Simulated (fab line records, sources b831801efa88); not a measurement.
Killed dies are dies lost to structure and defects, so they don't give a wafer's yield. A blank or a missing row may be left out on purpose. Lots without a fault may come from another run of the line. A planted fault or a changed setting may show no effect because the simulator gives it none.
fab line records | flow sky130
record lots=6 wafers=17 last_day=50
route steps=708 shown POLY_GATE@219 PAD_OPEN@708
lots that met no fault: from a run of the same line without faults
start_h: hours from the record's first day to the start of the lot's first wafer shown | wait_h: hours since the lot's step before | " the same as in the row above | L1.1+2: a row that stands for several wafers | - no value, or no start given | * or withheld: withheld | < > ~ a bound
route shown NAME@n: a module of which the file shows steps, and the number in the route of the first | usual: mean/standard deviation of fault-free wafers | same: alike in all rows | chamber/n: place in a boat | sites: the reading at each site | _std_site: their standard deviation | _edge_site: outer sites' mean less inner sites' | radius_mm: how far each site lies from the wafer's centre | mask NAME#n: copy n | behind: the tool/chamber that last shaped the wafer | hold: why the lot was held/for how many hours/how that ended | device: the transistor (n, p or np) that didn't switch | end of line: the same wafers' tests at the end of the route | a step without rows: its recipe alone | killed: dies lost to structure and defects at the first sort, not the wafer's yield | map: a wafer's dies, x killed, . not, _ none there
set.NAME: the setting as run; set.NAME@STEP: as run at that earlier step | model.NAME: the simulator's own value behind a step, which no gauge read
lots at some steps of the route; a table a step, a row a wafer
services: from which hour (start_h, from the record's first day; less than 0 if before it) a tool's chamber was out of use, for how many hours, and why
## steps
# step SKY_POLY_GATE_DEHYDRATE_05
# recipe temp_c=200 time_s=60
# step SKY_POLY_GATE_HMDS_06
# recipe prime_time_s=60 prime_temp_c=120
# step SKY_POLY_GATE_COAT_07
# recipe resist=BARC temp_c=withheld time_s=withheld spin_rpm=3000 resist_thk_nm=110
# step SKY_POLY_GATE_COAT_08
# recipe resist=KrF-thick spin_rpm=3000 resist_thk_nm=450
# step SKY_POLY_GATE_SOFTBAKE_09
# recipe temp_c=100 time_s=90 resist=KrF-thick
# step SKY_POLY_GATE_EXPOSE_10
# recipe mask_id=P1M na=0.68 source_shape=conventional sigma_outer=0.6 target_cd_nm=150 dose_mj=28
# step SKY_POLY_GATE_PEB_11
# recipe peb_temp_c=withheld peb_time_s=withheld resist=KrF-thick
# step SKY_POLY_GATE_DEVELOP_12
# recipe develop_time_s=60 resist=KrF-thick dev_temp_c=21
# step SKY_POLY_GATE_CD_MEAS_13
# recipe target_cd_nm=150
# usual cd_nm=150.3/1.3
# columns lot.wafer tool chamber start_h wait_h cd_nm
L846.2 cd_sem-02 - 410.75 - 150.5
L846.4 " - " " 150.2
L846.5 " - " " 149.8
L851.3 cd_sem-01 - 461.22 - 148.6
L851.5 " - " " 149.9
L851.6 " - " " 149.4
L857.3 cd_sem-02 - 546.63 - 149.6
L857.4 " - " " 149.7
L859.2 cd_sem-02 - 560.60 - 149.8
L859.3 " - " " 150.1
L859.4 " - " " 149.6
L861.2 cd_sem-02 - 581.25 - 149.5
L861.5 " - " " 149.0
L861.6 " - " " 149.8
L862.1 cd_sem-02 - 589.63 - 151.9
L862.2 " - " " 153.0
L862.6 " - " " 152.0
# step SKY_POLY_GATE_OVL_MEAS_14
# usual POLY_GATE_OVL=4/4.9
# columns lot.wafer tool chamber start_h wait_h POLY_GATE_OVL[nm]
L846.2 overlay-01 - 410.86 0.1 2
L846.4 " - " " 9
L846.5 " - " " 6
L851.3 overlay-01 - 461.32 0.1 9
L851.5 " - " " 7
L851.6 " - " " 9
L857.3 overlay-02 - 546.72 0.1 -5
L857.4 " - " " -1
L859.2 overlay-02 - 560.71 0.1 6
L859.3 " - " " 1
L859.4 " - " " 0
L861.2 overlay-02 - 581.36 0.1 -5
L861.5 " - " " 2
L861.6 " - " " -1
L862.1 overlay-01 - 589.75 0.1 11
L862.2 " - " " 9
L862.6 " - " " 5
# step SKY_POLY_GATE_ETCH_15
# recipe chemistry=N2/H2 target=BARC ion_energy_ev=200 source_w=500 bias_w=100 pressure_mtorr=30 n2_flow_sccm=100 h2_flow_sccm=200 stop_on=SiO2 time_s=118.5 target_depth_a=1100
# usual drypump_motor_current_A=5.7/0.48 oes_product_au=0.716/0.0051 run_length_s=146.9/0.4 throttle_valve_pct=13.213/0.0086
# columns lot.wafer tool chamber start_h wait_h drypump_motor_current_A oes_product_au rf_hours_counter_h run_length_s throttle_valve_pct
L846.2 rie_diel-02 0 410.89 0.0 6.4 0.720 42 147.5 13.212
L846.4 " 3 " " 5.6 0.713 7 147.6 13.215
L846.5 " 0 " " 6.4 0.708 - 147.4 13.216
L851.3 rie_diel-04 2 461.34 0.0 5.3 0.705 1 146.6 13.225
L851.5 " 3 " " 5.6 0.714 - 146.9 13.207
L851.6 " 0 " " 6.0 0.719 - 146.7 13.215
L857.3 rie_diel-01 0 546.79 0.1 5.7 0.706 - 146.5 13.208
L857.4 " 1 " " 5.2 0.713 - 146.4 13.228
L859.2 rie_diel-01 0 560.74 0.0 5.7 0.712 17 147.0 13.214
L859.3 " 1 " " 5.2 0.716 16 146.6 13.204
L859.4 " 2 " " 4.7 0.721 8 147.0 13.212
L861.2 rie_diel-01 1 581.39 0.0 5.2 0.711 16 146.6 13.221
L861.5 " 0 " " 5.7 0.719 - 146.5 13.209
L861.6 " 3 " " 5.7 0.718 - 146.8 13.211
L862.1 rie_diel-01 2 589.79 0.0 4.7 0.721 8 147.4 13.217
L862.2 " 3 " " 5.7 0.719 39 147.2 13.218
L862.6 " 2 " " 4.7 0.719 - 147.5 13.218
# step SKY_POLY_GATE_ETCH_16
# recipe stop_on=poly-Si chemistry=CH3F/O2 target=Si3N4 source_w=400 bias_w=80 pressure_mtorr=25 ch3f_flow_sccm=40 O2_flow_sccm=30 time_s=147.5 target_depth_a=750
# usual ch3f_flow_sccm=40.01/0.13 drypump_motor_current_A=5.7/0.48 oes_product_au=0.641/0.0052 run_length_s=176.0/0.4 throttle_valve_pct=10.533/0.0093
# columns lot.wafer tool chamber start_h wait_h ch3f_flow_sccm drypump_motor_current_A oes_product_au rf_hours_counter_h run_length_s throttle_valve_pct
L846.2 rie_diel-02 0 410.97 0.0 40.29 6.4 0.643 42 176.4 10.526
L846.4 " 3 " " 40.11 5.6 0.646 7 177.0 10.546
L846.5 " 0 " " 40.13 6.4 0.638 - 176.1 10.533
L851.3 rie_diel-04 2 461.42 0.0 40.13 5.3 0.636 1 175.5 10.536
L851.5 " 3 " " 39.99 5.6 0.640 - 175.4 10.534
L851.6 " 0 " " 40.15 5.9 0.643 - 175.9 10.543
L857.3 rie_diel-01 0 546.92 0.1 39.90 5.7 0.635 - 175.6 10.539
L857.4 " 1 " " 40.04 5.2 0.630 - 175.6 10.537
L859.2 rie_diel-01 0 560.82 0.0 40.18 5.7 0.644 17 175.5 10.548
L859.3 " 1 " " 39.87 5.2 0.640 16 175.5 10.534
L859.4 " 2 " " 40.01 4.7 0.640 8 176.2 10.542
L861.2 rie_diel-01 1 581.47 0.0 40.17 5.2 0.646 16 175.7 10.522
L861.5 " 0 " " 40.04 5.7 0.640 - 175.7 10.524
L861.6 " 3 " " 39.88 5.7 0.639 - 175.9 10.545
L862.1 rie_diel-01 2 589.87 0.0 40.05 4.7 0.644 8 176.0 10.536
L862.2 " 3 " " 39.73 5.7 0.648 39 176.1 10.526
L862.6 " 2 " " 39.96 4.7 0.645 - 176.6 10.516
# step SKY_POLY_GATE_ETCH_17
# recipe target_depth_nm=180 stop_on=SiO2 over_etch_frac=0.56667 chemistry=HBr/Cl2 target=poly-Si icp_w=400 bias_w=100 pressure_mtorr=10 HBr_flow_sccm=150 Cl2_flow_sccm=50 time_s=70.5
# usual HBr_flow_sccm=150.0/0.43 drypump_motor_current_A=6.1/0.43 oes_product_au=0.984/0.0079 run_length_s=98.6/0.42 throttle_valve_pct=33.684/0.0088
# columns lot.wafer tool chamber start_h wait_h HBr_flow_sccm drypump_motor_current_A oes_product_au rf_hours_counter_h run_length_s throttle_valve_pct model.KrF-thick_of_POLY_GATE_COAT_08.thk_nm model.SiO2_of_SONOS_ONO_CVD_04.thk_nm
L846.2 rie_si-02 0 411.07 0.0 150.7 6.3 0.972 2 98.9 33.679 139.2 4.166
L846.4 " 0 " " 149.6 6.3 0.973 - 98.6 33.668 141.1 4.208
L846.5 " 3 " " 149.4 5.9 0.976 - 99.2 33.682 140.2 4.093
L851.3 rie_si-02 1 461.52 0.0 149.9 6.7 0.982 0 98.5 33.672 137.5 4.167
L851.5 " 0 " " 149.7 6.3 0.983 - 98.8 33.690 147.5 3.993
L851.6 " 1 " " 149.9 6.7 0.990 - 98.1 33.696 137.6 3.92
L857.3 rie_si-02 0 547.02 0.0 150.5 6.3 0.841 3 118.5 33.671 111.2 3.347
L857.4 " 1 " " 149.0 6.7 0.992 0 98.4 33.687 133.6 4.176
L859.2 rie_si-02 2 560.92 0.0 149.2 6.5 0.980 1 98.2 33.686 140.9 4.129
L859.3 " 3 " " 149.8 5.9 0.829 0 118.3 33.684 111.7 3.386
L859.4 " 0 " " 149.8 6.3 0.971 3 98.6 33.668 144.1 4.177
L861.2 rie_si-01 3 581.57 0.0 150.3 5.7 0.973 28 98.7 33.681 138.7 4.052
L861.5 " 2 " " 149.5 5.4 0.991 - 98.9 33.693 139.1 4.158
L861.6 " 1 " " 149.4 5.7 0.971 - 99.0 33.688 141.8 4.194
L862.1 rie_si-01 3 589.97 0.0 150.1 5.7 0.982 28 98.2 33.680 141.6 4.139
L862.2 " 2 " " 149.9 5.4 0.988 21 98.6 33.687 138 4.064
L862.6 " 3 " " 150.1 5.7 0.986 - 98.8 33.681 141.1 4.009
# step SKY_POLY_GATE_STRIP_18
# recipe chemistry=O2/N2 power_w=1400 pressure_mtorr=1500 platen_temp_c=withheld o2_flow_sccm=3000 n2_flow_sccm=300 overash_fraction=0.5
# usual drypump_motor_current_A=5.7/0.3 oes_product_au=0.361/0.0048 strip_time_to_endpoint_s=3.17/0.038
# columns lot.wafer tool chamber start_h wait_h drypump_motor_current_A oes_product_au rf_hours_counter_h strip_time_to_endpoint_s
L846.2 plasma_asher-03 0 411.13 0.0 5.2 0.363 29 3.16
L846.4 " 1 " " 5.5 0.364 - 3.18
L846.5 " 0 " " 5.2 0.352 - 3.16
L851.3 plasma_asher-04 1 461.61 0.1 5.7 0.359 - 3.15
L851.5 " 0 " " 5.8 0.361 - 3.24
L851.6 " 1 " " 5.7 0.348 - 3.14
L857.3 plasma_asher-03 0 547.11 0.1 5.2 0.353 - 2.85
L857.4 " 1 " " 5.5 0.354 - 3.09
L859.2 plasma_asher-04 0 560.97 0.0 5.8 0.356 13 3.19
L859.3 " 0 " " 5.8 0.348 - 2.88
L859.4 " 1 " " 5.7 0.365 - 3.21
L861.2 plasma_asher-04 1 581.62 0.0 5.7 0.358 14 3.15
L861.5 " 0 " " 5.8 0.356 - 3.14
L861.6 " 1 " " 5.7 0.363 - 3.18
L862.1 plasma_asher-03 0 590.03 0.0 5.2 0.358 44 3.17
L862.2 " 1 " " 5.6 0.355 44 3.14
L862.6 " 0 " " 5.2 0.365 - 3.17
# step SKY_POLY_GATE_CLEAN_19
# recipe chemistry=SC1/SC2 mix=1:4:20 temp_c=70 time_s=150 dry=n2_spin
# step SKY_PAD_OPEN_PROBE_99
# usual killed_at_M0_to_M3=44/7.3 killed_at_M4_up=3.2/1.8 killed_at_contacts=24/5.4 killed_at_front_end=16/4.4 killed_at_other=0.3/0.48 killed_dies=86/9.5 killed_open=47/7.7 killed_short=39/6.4
# same gross_dies=492 killed_at_back_side=0
# columns lot.wafer tool chamber start_h wait_h killed_at_M0_to_M3 killed_at_M4_up killed_at_contacts killed_at_front_end killed_at_other killed_dies killed_open killed_short model.etest.tip_sonos.rs_ohm_sq model.etest.tip_n.rs_ohm_sq model.etest.res_pdiff_hv.rs_ohm_sq
L846.2 prober-02 - 1102.24 0.1 47 2 25 19 1 94 45 49 2764 449.8 191.9
L846.4 prober-02 - 1102.34 0.2 41 2 21 18 1 83 52 31 2738 452.6 191.5
L846.5 prober-02 - 1102.39 0.2 46 1 18 21 0 86 45 41 2699 450.1 190.3
L851.3 prober-01 - 1134.50 0.2 41 2 24 7 0 74 40 34 2582 441.8 189.4
L851.5 prober-01 - 1134.60 0.2 40 4 12 18 0 74 42 32 2654 439.2 192.8
L851.6 prober-01 - 1134.65 0.2 34 1 19 12 0 66 40 26 2577 438.2 191
L857.3 prober-01 - 1185.21 0.2 47 3 21 16 0 87 39 48 2361 431.7 188.4
L857.4 prober-01 - 1185.26 0.2 56 4 22 12 0 94 48 46 2528 445.3 192.1
L859.2 prober-01 - 1191.31 0.1 34 3 18 12 0 67 33 34 2621 443.3 195.4
L859.3 prober-01 - 1191.36 0.2 51 3 23 14 0 91 52 39 2440 438.4 188.7
L859.4 prober-01 - 1191.41 0.2 49 3 21 12 0 85 43 42 2673 445.4 194.4
L861.2 prober-02 - 1200.64 0.1 42 6 16 13 0 77 43 34 2620 437.7 189.3
L861.5 prober-02 - 1200.79 0.2 42 3 26 23 0 94 55 39 2614 439.1 189.5
L861.6 prober-02 - 1200.84 0.2 36 0 21 14 0 71 38 33 2644 440.7 189.7
L862.1 prober-01 - 1208.67 0.1 40 2 23 16 0 81 47 34 2596 446 190.3
L862.2 prober-01 - 1208.72 0.1 40 3 19 11 1 74 41 33 2611 439.4 189.6
L862.6 prober-01 - 1208.92 0.2 39 6 25 9 1 80 36 44 2660 441.5 189.3
# killed by level:class
L846.2 CONTACT:geometric_particle:open=15 VIA1:geometric_particle:open=8 FIELD_ISO:geometric_particle:short=7 VIA2:geometric_particle:open=7 METAL2:geometric_particle:short=6 VIA1:geometric_particle:short=5 VIA2:geometric_particle:short=5 METAL3:geometric_particle:short=5
L846.4 FIELD_ISO:geometric_particle:open=11 CONTACT:geometric_particle:open=10 VIA1:geometric_particle:open=9 LI_CONTACT:geometric_particle:open=6 VIA3:geometric_particle:open=4 METAL1:geometric_particle:short=4 METAL3:geometric_particle:short=4 VIA1:geometric_particle:short=4
L846.5 VIA1:geometric_particle:open=11 METAL2:geometric_particle:short=10 FIELD_ISO:geometric_particle:open=8 CONTACT:geometric_particle:open=7 METAL1:geometric_particle:short=7 LOCAL_INTERCONNECT:geometric_particle:short=6 POLY_GATE:geometric_particle:open=5 VIA2:geometric_particle:open=5
L851.3 VIA1:geometric_particle:open=10 VIA2:geometric_particle:open=9 CONTACT:geometric_particle:open=8 METAL2:geometric_particle:short=7 LI_CONTACT:geometric_particle:open=6 CONTACT:geometric_particle:short=5 VIA3:geometric_particle:open=4 METAL1:geometric_particle:short=4
L851.5 VIA1:geometric_particle:open=10 VIA3:geometric_particle:open=8 FIELD_ISO:geometric_particle:open=5 LI_CONTACT:geometric_particle:open=5 VIA3:geometric_particle:short=5 FIELD_ISO:geometric_particle:short=4 METAL1:geometric_particle:short=4 METAL3:geometric_particle:short=4
L851.6 METAL1:geometric_particle:short=10 CONTACT:geometric_particle:open=9 VIA1:geometric_particle:open=8 LI_CONTACT:geometric_particle:open=6 POLY_GATE:geometric_particle:open=4 VIA2:geometric_particle:open=4 VIA3:geometric_particle:open=4 METAL2:geometric_particle:short=3
L857.3 VIA1:geometric_particle:open=11 FIELD_ISO:geometric_particle:short=9 VIA2:geometric_particle:open=9 METAL2:geometric_particle:short=7 CONTACT:geometric_particle:open=6 LOCAL_INTERCONNECT:geometric_particle:short=5 VIA1:geometric_particle:short=5 VIA3:geometric_particle:open=5
L857.4 VIA1:geometric_particle:open=17 CONTACT:geometric_particle:open=9 METAL3:geometric_particle:short=8 VIA2:geometric_particle:open=6 VIA3:geometric_particle:short=6 CONTACT:geometric_particle:short=5 VIA1:geometric_particle:short=5 LI_CONTACT:geometric_particle:open=4
L859.2 METAL2:geometric_particle:short=10 CONTACT:geometric_particle:open=10 VIA1:geometric_particle:open=6 VIA2:geometric_particle:open=6 FIELD_ISO:geometric_particle:short=5 LOCAL_INTERCONNECT:geometric_particle:short=5 VIA3:geometric_particle:open=3 POLY_GATE:geometric_particle:short=2
L859.3 CONTACT:geometric_particle:open=10 VIA1:geometric_particle:open=9 VIA2:geometric_particle:open=8 METAL1:geometric_particle:short=6 VIA1:geometric_particle:short=6 METAL2:geometric_particle:short=6 VIA3:geometric_particle:open=6 FIELD_ISO:geometric_particle:short=4
L859.4 VIA1:geometric_particle:open=16 CONTACT:geometric_particle:open=9 LOCAL_INTERCONNECT:geometric_particle:short=6 VIA2:geometric_particle:open=6 VIA3:geometric_particle:short=6 FIELD_ISO:geometric_particle:short=4 POLY_GATE:geometric_particle:short=4 METAL2:geometric_particle:short=4
L861.2 VIA1:geometric_particle:open=13 VIA1:geometric_particle:short=8 VIA3:geometric_particle:open=7 FIELD_ISO:geometric_particle:open=5 CONTACT:geometric_particle:open=5 VIA2:geometric_particle:open=5 LOCAL_INTERCONNECT:geometric_particle:short=4 METAL4:geometric_particle:short=4
L861.5 CONTACT:geometric_particle:open=12 VIA3:geometric_particle:open=10 VIA1:geometric_particle:open=9 FIELD_ISO:geometric_particle:short=8 VIA2:geometric_particle:open=8 METAL1:geometric_particle:short=7 FIELD_ISO:geometric_particle:open=5 POLY_GATE:geometric_particle:short=5
L861.6 CONTACT:geometric_particle:open=9 VIA1:geometric_particle:open=7 VIA2:geometric_particle:open=6 VIA2:geometric_particle:short=5 FIELD_ISO:geometric_particle:short=4 POLY_GATE:geometric_particle:short=4 CONTACT:geometric_particle:short=4 VIA3:geometric_particle:open=4
L862.1 LI_CONTACT:geometric_particle:open=9 VIA1:geometric_particle:open=9 FIELD_ISO:geometric_particle:short=5 CONTACT:geometric_particle:short=5 CONTACT:geometric_particle:open=5 VIA1:geometric_particle:short=5 VIA3:geometric_particle:open=5 VIA2:geometric_particle:open=5
L862.2 VIA1:geometric_particle:open=13 VIA2:geometric_particle:open=7 LI_CONTACT:geometric_particle:open=6 CONTACT:geometric_particle:open=5 METAL1:geometric_particle:short=5 FIELD_ISO:geometric_particle:open=4 LOCAL_INTERCONNECT:geometric_particle:short=4 CONTACT:geometric_particle:short=3
L862.6 VIA2:geometric_particle:open=13 VIA1:geometric_particle:short=10 CONTACT:geometric_particle:short=8 CONTACT:geometric_particle:open=7 FIELD_ISO:geometric_particle:open=4 LI_CONTACT:geometric_particle:short=4 METAL1:geometric_particle:short=4 VIA1:geometric_particle:open=4
## services
# columns tool chamber start_h hours kind
rie_diel-01 3 393.94 2.6 repair
plasma_asher-04 - 405.54 2.8 pm
rie_diel-02 - 407.02 1.1 repair
rie_diel-02 2 420.11 8.2 repair
plasma_asher-04 - 421.25 9.0 pm
rie_diel-01 1 421.69 3.9 repair
rie_diel-01 1 436.87 11.6 repair
rie_diel-04 3 440.25 1.5 repair
plasma_asher-04 - 444.01 14.6 pm
rie_diel-01 - 455.29 14.7 repair
plasma_asher-03 - 456.97 32.9 repair
rie_si-01 - 460.77 0.4 repair
plasma_asher-04 - 487.15 2.2 repair
rie_diel-02 - 487.80 14.6 pm
rie_diel-02 0 502.47 8.4 repair
rie_si-02 1 515.42 7.0 repair
rie_diel-01 2 527.07 22.2 repair
plasma_asher-03 - 539.56 0.6 repair
rie_diel-01 3 545.17 4.5 repair
rie_diel-01 2 554.23 4.6 repair
rie_diel-02 - 564.10 1.8 repair
rie_diel-01 - 576.76 0.4 repair
plasma_asher-03 - 582.69 2.8 pm
rie_si-02 3 584.27 7.4 repair
## key
first_sign step=SKY_POLY_GATE_ETCH_17 reading=run_length_s direction=up sigmas=47 usual=* struck=*
effect step=SKY_POLY_GATE_ETCH_17 reading=oes_product_au direction=down sigmas=19 usual=0.984 struck=0.835
effect step=SKY_POLY_GATE_STRIP_18 reading=strip_time_to_endpoint_s direction=down sigmas=7.8 usual=* struck=*
model_effect step=SKY_POLY_GATE_ETCH_17 value=KrF-thick_of_POLY_GATE_COAT_08.thk_nm without=137.2 struck=111.5
model_effect step=SKY_PAD_OPEN_PROBE_99 value=etest.tip_sonos.rs_ohm_sq without=2591 struck=2400
met_at SKY_POLY_GATE_ETCH_17
struck_wafers L857.3,L859.3
tester_left_out L857,L859
onset_between 461.52 547.02
fault kind=process_parameter_drift tool=rie_si-02 chamber=- onset_h=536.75 steps=SKY_POLY_GATE_ETCH_17 channel=time_s offset=* shape=step end_h=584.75 scope=struck_wafers_only acts_in=* stated=*
# tester_left_out: of these lots the tester's yield and bins aren't shown, on N5 and GAA mostly nor the transistor test; their killed dies are dies lost to structure and defects alone, not to doping, threshold or leakage, so they don't give the yield
